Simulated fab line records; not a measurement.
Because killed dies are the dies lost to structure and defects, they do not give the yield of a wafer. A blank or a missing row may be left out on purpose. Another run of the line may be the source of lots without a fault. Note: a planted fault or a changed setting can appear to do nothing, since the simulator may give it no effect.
fab line records	flow sky130
record lots=6	wafers=18	last_day=49
route steps=708 shown SD_N@344 SD_P@359 RES_XHIGH@360 PAD_OPEN@708
lots with no fault: from the same line, run without faults
start_h: hours from the record's opening day to when the first of the lot's shown wafers began	wait_h: hours since the lot's step before	" same as the row above	L1.1+2: a single row standing in for several wafers	- no value, or no start was given	* or withheld: withheld	< > ~ a bound
route shown NAME@n: names a module that has steps shown in the file, with the first one's number in the route	usual: average and standard deviation across the fault-free wafers	same: alike in all rows	chamber/n: place in a boat	sites: the reading at each site	_std_site: the standard deviation of these	_edge_site: inner sites' mean taken away from outer sites' mean	radius_mm: for every site, how far away it sits from the centre of the wafer	mask NAME#n: copy n	behind: the last tool/chamber to shape the wafer	hold: why the lot went on hold/how many hours it stayed there/how the hold came to an end	device: the transistor (n, p or np) that didn't switch	end of line: the route-end tests of the same wafers	a step without rows: its recipe alone	killed: the dies lost at the first sort to structure and to defects; this is not the yield of the wafer	map: a wafer's dies, x killed, . not, _ none there
set.NAME: the setting that was run; set.NAME@STEP: the one run at that earlier step	model.NAME: the simulator's own value behind a step, which no gauge read
lots at some steps of the route; a table a step, a row a wafer
services: when a tool's chamber went out of use (start_h, in hours from the record's first day, below 0 if earlier), for how many hours, and the reason
## steps
# step SKY_SD_N_COAT_02
# recipe resist=NOVOLAK	spin_rpm=3000	resist_thk_nm=1140
# step SKY_SD_N_SOFTBAKE_03
# recipe temp_c=90	time_s=60	resist=NOVOLAK
# step SKY_SD_N_EXPOSE_04
# recipe mask_id=NSDM	na=0.6	source_shape=conventional	sigma_outer=0.6	polarization=unpolarized	target_cd_nm=380	dose_mj=141
# step SKY_SD_N_PEB_05
# recipe temp_c=withheld	time_s=*	resist=NOVOLAK
# step SKY_SD_N_DEVELOP_06
# recipe resist=NOVOLAK	developer=TMAH	develop_time_s=60	dev_temp_c=23
# step SKY_SD_N_CD_MEAS_07
# recipe target_cd_nm=380
# usual cd_nm=379.6/2.4
lot.wafer	tool	chamber	start_h	wait_h	cd_nm
L860.1	cd_sem-02	-	690.87	0.1	379.5
L860.3	"	-	"	"	379.4
L860.5	"	-	"	"	377.6
L866.1	cd_sem-02	-	742.29	0.1	378.3
L866.2	"	-	"	"	378.3
L866.5	"	-	"	"	379.4
L869.2	cd_sem-02	-	764.99	0.1	382.3
L869.5	"	-	"	"	379.1
L869.6	"	-	"	"	382.6
L870.1	cd_sem-02	-	770.74	0.1	379.5
L870.5	"	-	"	"	379.8
L870.6	"	-	"	"	378.5
L871.1	cd_sem-02	-	781.19	0.1	380.7
L871.3	"	-	"	"	382.6
L871.5	"	-	"	"	379.7
L872.2	cd_sem-02	-	783.85	0.2	380.0
L872.5	"	-	"	"	380.3
L872.6	"	-	"	"	378.9
# step SKY_SD_N_OVL_MEAS_08
# usual SD_N_OVL=1.3/1.6
lot.wafer	tool	chamber	start_h	wait_h	SD_N_OVL[nm]
L860.1	overlay-01	-	690.99	0.1	1.6
L860.3	"	-	"	"	3.4
L860.5	"	-	"	"	2.4
L866.1	overlay-01	-	742.41	0.1	1.5
L866.2	"	-	"	"	1.8
L866.5	"	-	"	"	0.6
L869.2	overlay-02	-	765.10	0.1	0.9
L869.5	"	-	"	"	1.0
L869.6	"	-	"	"	0.3
L870.1	overlay-02	-	770.86	0.1	0.7
L870.5	"	-	"	"	0.6
L870.6	"	-	"	"	1.4
L871.1	overlay-02	-	781.31	0.1	1.7
L871.3	"	-	"	"	1.3
L871.5	"	-	"	"	0.2
L872.2	overlay-01	-	783.96	0.1	-0.8
L872.5	"	-	"	"	0.3
L872.6	"	-	"	"	0.1
# step SKY_SD_N_IMPLANT_09
# recipe species=As	energy_kev=50	dose_cm2=4e+15	tilt_deg=0
# step SKY_SD_N_IMPLANT_10
# recipe species=P	energy_kev=20	dose_cm2=1e+14	tilt_deg=0
# step SKY_SD_N_STRIP_11
# recipe chemistry=O2/N2	power_w=1400	pressure_mtorr=1500	platen_temp_c=withheld	o2_flow_sccm=3000	n2_flow_sccm=300	overash_fraction=0.5
# usual drypump_motor_current_A=5.8/0.51	n2_flow_sccm=299.8/0.9	oes_product_au=0.528/0.0043	strip_time_to_endpoint_s=22.55/0.045
lot.wafer	tool	chamber	start_h	wait_h	drypump_motor_current_A	n2_flow_sccm	oes_product_au	rf_hours_counter_h	strip_time_to_endpoint_s
L860.1	plasma_asher-01	1	691.33	0.1	5.7	300.0	0.531	96	22.61
L860.3	"	1	"	"	5.7	300.9	0.528	-	22.64
L860.5	"	1	"	"	5.7	300.2	0.530	-	22.63
L866.1	plasma_asher-02	1	742.74	0.1	5.1	298.6	0.530	92	22.48
L866.2	"	0	"	"	6.6	302.3	0.525	92	22.53
L866.5	"	1	"	"	5.1	299.9	0.533	-	22.51
L869.2	plasma_asher-02	0	765.43	0.1	6.7	298.9	0.533	94	22.55
L869.5	"	0	"	"	6.6	300.5	0.532	-	22.59
L869.6	"	1	"	"	5.1	300.8	0.524	-	22.50
L870.1	plasma_asher-01	1	771.19	0.1	5.7	299.8	0.529	3	22.50
L870.5	"	0	"	"	5.6	300.0	0.525	-	22.51
L870.6	"	1	"	"	5.7	299.0	0.525	-	22.48
L871.1	plasma_asher-02	0	781.64	0.1	6.6	300.0	0.522	96	22.47
L871.3	"	0	"	"	6.6	300.3	0.524	-	22.47
L871.5	"	1	"	"	5.1	300.5	0.533	-	22.49
L872.2	plasma_asher-02	0	784.29	0.1	6.7	298.9	0.530	96	22.56
L872.5	"	1	"	"	5.1	300.1	0.529	-	22.52
L872.6	"	0	"	"	6.6	299.0	0.524	-	22.55
# step SKY_SD_N_TW_MEAS_12
# usual SD_N_TW=3998/54
lot.wafer	tool	chamber	start_h	wait_h	SD_N_TW
L860.1	film_metro-04	-	691.43	0.1	4051
L860.3	"	-	"	"	4039
L860.5	"	-	"	"	4059
L866.1	film_metro-01	-	742.84	0.1	3987
L866.2	"	-	"	"	4000
L866.5	"	-	"	"	3986
L869.2	film_metro-04	-	765.54	0.1	4051
L869.5	"	-	"	"	4048
L869.6	"	-	"	"	4060
L870.1	film_metro-01	-	771.29	0.1	4011
L870.5	"	-	"	"	4016
L870.6	"	-	"	"	4009
L871.1	film_metro-02	-	781.74	0.1	3912
L871.3	"	-	"	"	3924
L871.5	"	-	"	"	3908
L872.2	film_metro-01	-	784.40	0.1	4013
L872.5	"	-	"	"	3995
L872.6	"	-	"	"	4006
# step SKY_SD_N_CLEAN_13
# recipe chemistry=SC1/SC2	mix=1:4:20	temp_c=70	time_s=150	dry=n2_spin
# step SKY_SD_N_RTA_14
# recipe temp_c=1075	time_s=2	idle_temp_c=650	ramp_up_c_per_s=150	ramp_down_c_per_s=90	ambient=N2
# usual lamp_power_pct=15.74/0.052	wafer_temp_C_max=1078.1/1.5
lot.wafer	tool	chamber	start_h	wait_h	lamp_power_pct	wafer_temp_C_max
L860.1	rtp_anneal-01	0	691.55	0.0	15.85	1075.2
L860.3	"	0	"	"	15.69	1077.4
L860.5	"	0	"	"	15.70	1078.2
L866.1	rtp_anneal-01	0	742.95	0.0	15.69	1080.6
L866.2	"	0	"	"	15.74	1079.9
L866.5	"	0	"	"	15.60	1077.6
L869.2	rtp_anneal-02	0	765.65	0.0	15.70	1078.1
L869.5	"	0	"	"	15.67	1081.0
L869.6	"	0	"	"	15.82	1077.2
L870.1	rtp_anneal-01	0	771.40	0.0	15.04	1077.2
L870.5	"	0	"	"	14.92	1078.3
L870.6	"	0	"	"	14.90	1078.8
L871.1	rtp_anneal-02	0	781.86	0.0	15.82	1077.9
L871.3	"	0	"	"	15.81	1078.6
L871.5	"	0	"	"	15.76	1077.9
L872.2	rtp_anneal-01	0	784.51	0.0	14.86	1079.2
L872.5	"	0	"	"	15.03	1077.7
L872.6	"	0	"	"	14.96	1079.4
# step SKY_SD_N_RS_MEAS_16
# recipe thk_meas_gauge=four-point-probe
# usual SD_N_RS=68.55/0.11
lot.wafer	tool	chamber	start_h	wait_h	SD_N_RS[ohm/sq]
L860.1	film_metro-02	-	691.72	0.1	68.50
L860.3	"	-	"	"	68.62
L860.5	"	-	"	"	68.62
L866.1	film_metro-02	-	743.13	0.1	68.35
L866.2	"	-	"	"	68.45
L866.5	"	-	"	"	68.21
L869.2	film_metro-02	-	765.83	0.1	68.46
L869.5	"	-	"	"	68.45
L869.6	"	-	"	"	68.69
L870.1	film_metro-01	-	771.58	0.1	72.40
L870.5	"	-	"	"	72.42
L870.6	"	-	"	"	72.28
L871.1	film_metro-01	-	782.04	0.1	68.59
L871.3	"	-	"	"	68.66
L871.5	"	-	"	"	68.73
L872.2	film_metro-04	-	784.69	0.1	72.35
L872.5	"	-	"	"	72.40
L872.6	"	-	"	"	72.29
# step SKY_SD_N_RS_MEAS_17
# recipe thk_meas_gauge=four-point-probe
# usual SD_P_RS=147.1/0.33
lot.wafer	tool	chamber	start_h	wait_h	SD_P_RS[ohm/sq]
L860.1	film_metro-02	-	691.84	0.1	147.7
L860.3	"	-	"	"	147.2
L860.5	"	-	"	"	147.4
L866.1	film_metro-02	-	743.25	0.1	146.3
L866.2	"	-	"	"	146.7
L866.5	"	-	"	"	146.6
L869.2	film_metro-02	-	765.95	0.1	147.0
L869.5	"	-	"	"	147.1
L869.6	"	-	"	"	147.3
L870.1	film_metro-01	-	771.70	0.1	168.8
L870.5	"	-	"	"	168.4
L870.6	"	-	"	"	168.2
L871.1	film_metro-01	-	782.16	0.1	146.9
L871.3	"	-	"	"	147.1
L871.5	"	-	"	"	146.8
L872.2	film_metro-04	-	784.81	0.1	168.3
L872.5	"	-	"	"	168.4
L872.6	"	-	"	"	168.1
# step SKY_SD_N_RS_MEAS_18
# recipe thk_meas_gauge=four-point-probe
# usual RES_XHIGH_RS=333.3/0.91
lot.wafer	tool	chamber	start_h	wait_h	RES_XHIGH_RS[ohm/sq]
L860.1	film_metro-02	-	691.96	0.1	332.7
L860.3	"	-	"	"	333.6
L860.5	"	-	"	"	331.7
L866.1	film_metro-02	-	743.37	0.1	332.9
L866.2	"	-	"	"	332.0
L866.5	"	-	"	"	333.7
L869.2	film_metro-02	-	766.07	0.1	333.2
L869.5	"	-	"	"	334.6
L869.6	"	-	"	"	332.9
L870.1	film_metro-01	-	771.82	0.1	334.6
L870.5	"	-	"	"	334.4
L870.6	"	-	"	"	333.9
L871.1	film_metro-01	-	782.28	0.1	333.3
L871.3	"	-	"	"	334.3
L871.5	"	-	"	"	334.3
L872.2	film_metro-04	-	784.93	0.1	334.1
L872.5	"	-	"	"	334.4
L872.6	"	-	"	"	334.3
# step SKY_PAD_OPEN_PROBE_99
# usual killed_at_M0_to_M3=43/7.3	killed_at_M4_up=3.1/1.7	killed_at_contacts=25/5.3	killed_at_front_end=14/4.1	killed_at_other=0.3/0.56	killed_dies=85/9.4	killed_open=46/7.4	killed_short=38/5.8
# same gross_dies=492	killed_at_back_side=0
lot.wafer	tool	chamber	start_h	wait_h	killed_at_M0_to_M3	killed_at_M4_up	killed_at_contacts	killed_at_front_end	killed_at_other	killed_dies	killed_open	killed_short	model.etest.res_xhigh_po.line_ohm_um	model.etest.res_xhigh_po.rs_ohm_sq	model.etest.pfet_01v8.r_on_ohm_um	model.etest.tip_p.rs_ohm_sq	model.etest.res_pdiff.line_ohm_um	model.etest.res_high_po.line_ohm_um	model.etest.licon_high_po.rc_ohm	model.etest.pfet_g5v0d10v5.r_on_ohm_um
L860.1	prober-02	-	1109.55	0.1	33	3	26	11	1	74	41	32	5913	2089	2912	6848	1406	768	368.1	4751
L860.3	prober-02	-	1109.65	0.2	57	3	19	9	0	88	51	37	5758	2036	2916	6855	1344	742.9	363.9	4721
L860.5	prober-02	-	1109.75	0.2	39	4	36	16	1	96	48	47	5858	2054	2907	6928	1364	770.5	370.8	4767
L866.1	prober-02	-	1145.20	0.1	42	6	20	14	0	82	44	37	5676	1986	2950	6819	1320	752	339.8	4771
L866.2	prober-02	-	1145.25	0.1	49	6	13	15	0	83	41	42	5623	1998	2900	6820	1348	757.5	356.4	4792
L866.5	prober-02	-	1145.40	0.2	42	2	31	8	1	84	41	42	5831	2056	2869	6907	1371	769.6	361.9	4770
L869.2	prober-01	-	1161.71	0.1	36	5	22	12	1	76	38	38	6011	2070	2858	6950	1371	750.1	345.6	4717
L869.5	prober-01	-	1161.86	0.2	37	4	23	14	0	78	46	32	5740	2041	2936	6942	1391	731.7	359.6	4813
L869.6	prober-01	-	1161.91	0.2	49	2	29	12	0	92	49	43	5861	2059	2934	6872	1356	742.8	366.7	4776
L870.1	prober-02	-	1163.15	0.1	48	5	17	15	0	85	53	32	7482	2555	3034	6945	1568	925.8	508.6	4821
L870.5	prober-02	-	1163.35	0.2	43	2	33	24	0	102	58	43	7080	2508	3004	7024	1572	900.1	474	4790
L870.6	prober-02	-	1163.40	0.2	44	2	29	29	1	105	60	42	7118	2473	3002	6973	1573	903	484.4	4809
L871.1	prober-01	-	1169.31	0.1	47	4	23	9	0	83	43	39	5654	1992	3065	6908	1370	736.7	348.3	4758
L871.3	prober-01	-	1169.41	0.2	36	1	27	16	1	81	44	37	5512	1959	3096	6944	1386	726.8	340.5	4767
L871.5	prober-01	-	1169.51	0.2	42	2	24	13	0	81	40	41	5377	1891	2985	6874	1362	711.6	337.4	4630
L872.2	prober-02	-	1175.80	0.1	33	4	26	10	0	73	43	30	7185	2488	3190	7190	1555	919.9	462.7	4775
L872.5	prober-02	-	1175.95	0.2	42	4	26	13	2	87	38	49	7286	2533	3123	7197	1554	923.3	490.9	4786
L872.6	prober-02	-	1176.00	0.2	46	6	22	10	1	85	42	43	7796	2671	3159	7267	1510	951.5	504.1	4767
# killed by level:class
L860.1 CONTACT:geometric_particle:open=11 VIA1:geometric_particle:open=8 LI_CONTACT:geometric_particle:open=6 CONTACT:geometric_particle:short=6 METAL1:geometric_particle:short=5 VIA3:geometric_particle:open=5 VIA1:geometric_particle:short=5 METAL4:geometric_particle:short=3
L860.3 VIA1:geometric_particle:open=11 VIA2:geometric_particle:open=9 VIA3:geometric_particle:open=8 LI_CONTACT:geometric_particle:open=6 CONTACT:geometric_particle:short=6 METAL3:geometric_particle:short=6 METAL1:geometric_particle:short=5 METAL1:geometric_particle:open=5
L860.5 VIA1:geometric_particle:open=13 CONTACT:geometric_particle:open=11 CONTACT:geometric_particle:short=8 LI_CONTACT:geometric_particle:open=6 VIA3:geometric_particle:open=5 LI_CONTACT:geometric_particle:short=5 LOCAL_INTERCONNECT:geometric_particle:short=5 METAL2:geometric_particle:short=5
L866.1 VIA1:geometric_particle:open=10 VIA3:geometric_particle:open=9 VIA1:geometric_particle:short=7 VIA2:geometric_particle:open=6 POLY_GATE:geometric_particle:short=6 LI_CONTACT:geometric_particle:open=6 METAL1:geometric_particle:short=5 LOCAL_INTERCONNECT:geometric_particle:short=5
L866.2 VIA1:geometric_particle:short=10 VIA2:geometric_particle:open=9 VIA1:geometric_particle:open=8 POLY_GATE:geometric_particle:short=7 VIA3:geometric_particle:open=6 METAL1:geometric_particle:short=6 LI_CONTACT:geometric_particle:open=5 CONTACT:geometric_particle:short=4
L866.5 CONTACT:geometric_particle:open=12 VIA3:geometric_particle:short=7 LI_CONTACT:geometric_particle:open=6 VIA1:geometric_particle:short=6 VIA3:geometric_particle:open=6 CONTACT:geometric_particle:short=5 LI_CONTACT:geometric_particle:short=4 LOCAL_INTERCONNECT:geometric_particle:short=4
L869.2 CONTACT:geometric_particle:open=11 LOCAL_INTERCONNECT:geometric_particle:short=6 VIA1:geometric_particle:open=6 VIA2:geometric_particle:open=5 VIA3:geometric_particle:open=5 METAL3:geometric_particle:short=4 VIA1:geometric_particle:short=4 FIELD_ISO:geometric_particle:open=3
L869.5 VIA1:geometric_particle:open=8 CONTACT:geometric_particle:open=7 LI_CONTACT:geometric_particle:open=6 FIELD_ISO:geometric_particle:open=5 VIA2:geometric_particle:open=5 METAL2:geometric_particle:open=5 POLY_GATE:geometric_particle:open=4 LOCAL_INTERCONNECT:geometric_particle:short=4
L869.6 VIA1:geometric_particle:open=12 CONTACT:geometric_particle:open=10 METAL2:geometric_particle:short=8 FIELD_ISO:geometric_particle:open=7 CONTACT:geometric_particle:short=7 LI_CONTACT:geometric_particle:open=6 VIA1:geometric_particle:short=6 VIA2:geometric_particle:short=5
L870.1 VIA3:geometric_particle:open=11 VIA2:geometric_particle:open=10 VIA1:geometric_particle:open=9 CONTACT:geometric_particle:open=8 POLY_GATE:geometric_particle:open=6 FIELD_ISO:geometric_particle:open=5 VIA1:geometric_particle:short=5 METAL4:geometric_particle:short=5
L870.5 VIA1:geometric_particle:open=13 CONTACT:geometric_particle:open=11 LI_CONTACT:geometric_particle:open=10 POLY_GATE:geometric_particle:short=7 POLY_GATE:geometric_particle:open=7 FIELD_ISO:geometric_particle:short=5 CONTACT:geometric_particle:short=5 VIA2:geometric_particle:open=5
L870.6 VIA1:geometric_particle:open=13 POLY_GATE:geometric_particle:open=11 POLY_GATE:geometric_particle:short=8 LI_CONTACT:geometric_particle:open=8 VIA2:geometric_particle:open=8 CONTACT:geometric_particle:open=7 VIA3:geometric_particle:open=5 METAL3:geometric_particle:short=5
L871.1 CONTACT:geometric_particle:open=12 VIA1:geometric_particle:open=10 VIA2:geometric_particle:open=8 LI_CONTACT:geometric_particle:open=6 METAL1:geometric_particle:short=6 FIELD_ISO:geometric_particle:short=5 VIA2:geometric_particle:short=5 VIA3:geometric_particle:short=5
L871.3 VIA1:geometric_particle:open=13 LI_CONTACT:geometric_particle:open=8 CONTACT:geometric_particle:open=7 LOCAL_INTERCONNECT:geometric_particle:short=6 FIELD_ISO:geometric_particle:short=5 POLY_GATE:geometric_particle:short=5 VIA3:geometric_particle:open=4 CONTACT:geometric_particle:short=4
L871.5 CONTACT:geometric_particle:open=12 VIA3:geometric_particle:open=10 VIA1:geometric_particle:open=8 METAL1:geometric_particle:short=7 LOCAL_INTERCONNECT:geometric_particle:short=6 METAL2:geometric_particle:short=5 FIELD_ISO:geometric_particle:short=4 POLY_GATE:geometric_particle:short=4
L872.2 LOCAL_INTERCONNECT:geometric_particle:short=9 VIA2:geometric_particle:open=9 VIA1:geometric_particle:open=8 CONTACT:geometric_particle:open=8 VIA3:geometric_particle:open=7 LI_CONTACT:geometric_particle:open=6 POLY_GATE:geometric_particle:short=3 CONTACT:geometric_particle:short=3
L872.5 CONTACT:geometric_particle:short=10 CONTACT:geometric_particle:open=10 METAL2:geometric_particle:short=10 VIA1:geometric_particle:open=7 VIA2:geometric_particle:open=7 FIELD_ISO:geometric_particle:short=6 VIA3:geometric_particle:open=6 METAL1:geometric_particle:short=5
L872.6 VIA1:geometric_particle:open=11 CONTACT:geometric_particle:short=9 VIA2:geometric_particle:open=7 METAL2:geometric_particle:short=6 CONTACT:geometric_particle:open=5 VIA2:geometric_particle:short=5 METAL4:geometric_particle:short=5 POLY_GATE:geometric_particle:open=4
## services
tool	chamber	start_h	hours	kind
plasma_asher-02	-	691.11	3.1	repair
rtp_anneal-01	-	700.45	2.7	pm
plasma_asher-02	-	711.83	2.7	repair
plasma_asher-01	-	733.75	9.0	pm
plasma_asher-01	0	733.75	9.0	vent_cycle
plasma_asher-01	1	733.75	9.0	vent_cycle
plasma_asher-01	0	742.75	-	clean
plasma_asher-01	1	742.75	-	clean
rtp_anneal-02	-	748.81	4.7	pm
plasma_asher-02	-	772.49	0.9	repair
## key
first_sign step=SKY_SD_N_RTA_14	reading=lamp_power_pct	direction=down	sigmas=15	usual=15.74	struck=14.95
effect step=SKY_SD_N_RS_MEAS_16	reading=SD_N_RS	direction=up	sigmas=33	usual=68.55	struck=72.36
effect step=SKY_SD_N_RS_MEAS_17	reading=SD_P_RS	direction=up	sigmas=65	usual=147.1	struck=168.4
model_effect step=SKY_PAD_OPEN_PROBE_99	value=etest.res_xhigh_po.line_ohm_um	without=5768	struck=7324
met_at SKY_SD_N_RTA_14
struck_wafers L870.1,L870.5,L870.6,L872.2,L872.5,L872.6
tester_left_out L870,L872
onset_between 742.95 771.40
fault kind=process_parameter_drift	tool=rtp_anneal-01	chamber=-	onset_h=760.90	steps=SKY_SD_N_RTA_14	channel=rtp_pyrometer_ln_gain	offset=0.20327	shape=step	end_h=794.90
# tester_left_out: of these lots the tester's yield and bins aren't shown, on N5 and GAA mostly nor the transistor test; their killed dies are dies lost to structure and defects alone, not to doping, threshold or leakage, so they don't give the yield
